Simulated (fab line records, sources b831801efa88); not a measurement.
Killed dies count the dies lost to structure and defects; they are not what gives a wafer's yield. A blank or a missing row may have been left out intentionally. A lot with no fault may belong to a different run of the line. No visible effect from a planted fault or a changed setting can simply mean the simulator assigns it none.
A struck lot beside a sound one :: flow sky130 :: 19 steps out of a route of 708
Sound: wafers L288.1, L288.4, L288.5. Wafers L295.1, L295.2, L295.5 were the ones struck. At the end, the cause is stated.
At each step with rows: each side's tool, then ch and its chambers, then its first start. Under that, the readings that differ: sound wafers :: struck wafers :: difference of the means :: sigmas: that difference in standard deviations of wafers without a fault.
alike: readings whose means differ by less than 2 such deviations, and words and numbers that are the same on both sides. not compared: withheld readings, readings that some wafer has no value for, bounds like >300 that may hide the same value, and numbers for which the record gives no deviation and whose values overlap.
A row with sigmas, a row that says differs or no value, or rows on one side alone: a step with any of these is where the two part. Numbers that have no deviation but don't overlap get no sigmas and don't part them. Lack of a reading on every wafer of one side parts them only where that side has two or more wafers.

first, 6 steps without rows for these wafers: SKY_RES_XHIGH_COAT_02 (resist thk 1140 nm); SKY_RES_XHIGH_SOFTBAKE_03 (time 60 s); SKY_RES_XHIGH_EXPOSE_04 (exposes mask URPM, target cd 1270 nm); SKY_RES_XHIGH_PEB_05; SKY_RES_XHIGH_DEVELOP_06 (develop time 60 s); SKY_RES_XHIGH_IMPLANT_07.
SKY_RES_XHIGH_STRIP_08: strips in O2/N2.
  sound on plasma_asher-02 ch 0, day 28 08:16; struck on plasma_asher-04 ch 0,1, day 30 06:43
  alike: chamber_pressure_mTorr, drypump_motor_current_A, oes_product_au, strip_time_to_endpoint_s
  not compared: rf_hours_counter_h
SKY_RES_XHIGH_TW_MEAS_09:
  sound: film_metro-04 at day 28 08:22; struck: film_metro-01 at day 30 06:49
  alike: RES_XHIGH_TW
then, 4 steps without rows for these wafers: SKY_SD_N_DEHYDRATE_00 (time 60 s); SKY_SD_N_HMDS_01 (prime time 60 s); SKY_SD_N_COAT_02 (resist thk 1140 nm); SKY_SD_N_SOFTBAKE_03 (time 60 s).
SKY_SD_N_EXPOSE_04: exposes mask NSDM, target cd 380 nm.
  sound on iline_stepper-02 ch 0, day 28 22:55; struck on iline_stepper-02 ch 0, day 30 20:51
reading: model.SD_N.overlay_x_nm (nm)
sound: 1.766 1.766 1.766
struck: 213.5 213.5 213.5
difference: +211.7
sigmas: 
  alike: mask
then, 2 steps without rows for these wafers: SKY_SD_N_PEB_05; SKY_SD_N_DEVELOP_06 (develop time 60 s).
SKY_SD_N_CD_MEAS_07: target cd 380 nm.
  sound: cd_sem-01 at day 29 12:52; struck: cd_sem-02 at day 31 10:37
  alike: cd_nm
SKY_SD_N_OVL_MEAS_08:
  sound: overlay-01 at day 29 12:59; struck: overlay-02 at day 31 10:44
reading: SD_N_OVL (nm)
sound: 1.7 1.8 3.3
struck: 214.3 214.3 212.2
difference: +211.3
sigmas: +99 or more
after that, 1 step had no rows for these wafers: SKY_SD_N_IMPLANT_09.
-- here the record skips 17 days between the struck wafers' starts before and after, leaving off in module SD_N and picking up in module PAD_OPEN (first step shown: number 708 of the route) --
SKY_PAD_OPEN_PROBE_99:
  sound: prober-01 at day 47 04:20; struck: prober-02 at day 48 11:38
reading: killed_at_front_end
sound: 19 16 10
struck: 429 428 432
difference: +415
sigmas: +99 or more

reading: killed_dies
sound: 86 90 94
struck: 492 492 492
difference: +402
sigmas: +43

reading: killed_on_rim
sound: 14 18 17
struck: 96 96 96
difference: +80
sigmas: +21
  alike: killed_at_M0_to_M3, killed_at_M4_up, killed_at_contacts, killed_at_other, killed_open, killed_short

WHERE THEY PART
At SKY_SD_N_OVL_MEAS_08 first; at SKY_PAD_OPEN_PROBE_99 last (within this record only).

WHY: what the simulator had put in
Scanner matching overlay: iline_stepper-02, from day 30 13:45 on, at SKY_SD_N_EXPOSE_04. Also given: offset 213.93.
